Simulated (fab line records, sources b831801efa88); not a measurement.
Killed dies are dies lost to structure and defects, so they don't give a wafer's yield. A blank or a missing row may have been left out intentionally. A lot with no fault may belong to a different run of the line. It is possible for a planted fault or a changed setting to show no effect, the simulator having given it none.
One fault seen from 2 desks ; flow sky130 ; numbers are kept per desk, each desk with only its own; the story behind them comes last

== THE METROLOGY DESK ==
Means of the sampled wafers that have a number, per lot and without regard to the tool the lot ran on: this is what the gauges read. Marked OUT: a lot whose mean sits more than 4 standard deviations from the usual mean, which makes it out of limits; the brackets give that distance.
Columns: A = VIA4_W_RS at SKY_VIA4_RS_MEAS_19, usual 0.2250 ohm/sq; B = METAL5_ALCU_RS at SKY_METAL5_RS_MEAS_05, usual 0.02698 ohm/sq
lot;first seen here;A;B
L984;day 43 11:51;0.2228;0.02704
L985;day 43 16:07;0.2259;0.02728
L987;day 43 21:23;0.2212;0.02714
L988;day 44 08:34;0.2268;0.02674
L992;day 45 10:27;0.2258;0.02686
L993;day 46 00:25;0.2235;0.02707
L996;day 46 11:41;0.2239;0.02694
L999;day 47 04:53;0.2288;0.02717
L100;day 47 09:59;0.2210;0.02666
L101;day 47 14:26;0.2266;0.02696
L107;day 49 03:40;0.2226;0.02712
L106;day 49 06:46;0.2247;0.02713
This desk found nothing out of limits on any of the 12 lots.

== AT THE TOOL OWNER'S DESK: plasma-asher-02 ==
The tool's own readings at SKY_VT_ADJUST_LVTN_STRIP_09 (strips in O2/N2): means of the sampled wafers that have a number, for each lot that ran on this tool. Marked OUT: a lot whose mean sits more than 4 standard deviations from the usual mean, which makes it out of limits; the brackets give that distance.
Columns: A = drypump-motor-current-A at SKY_VT_ADJUST_LVTN_STRIP_09, usual 5.9 A; B = oes-product-au at SKY_VT_ADJUST_LVTN_STRIP_09, usual 0.722 a.u.; C = strip-time-to-endpoint-s at SKY_VT_ADJUST_LVTN_STRIP_09, usual 36.96 s
lot;first seen here;A;B;C
L984;day 7 07:17;5.3;0.719;36.90
L992;day 9 00:16;5.7;0.722;36.91
L993;day 9 09:14;5.0;0.725;36.97
This desk found nothing out of limits on any of the 3 lots.

== PUT TOGETHER ==
Metrology desk: nothing out of limits seen.
The tool owner's desk saw nothing out of limits.

== WHAT THE SIMULATOR HAD PUT IN ==
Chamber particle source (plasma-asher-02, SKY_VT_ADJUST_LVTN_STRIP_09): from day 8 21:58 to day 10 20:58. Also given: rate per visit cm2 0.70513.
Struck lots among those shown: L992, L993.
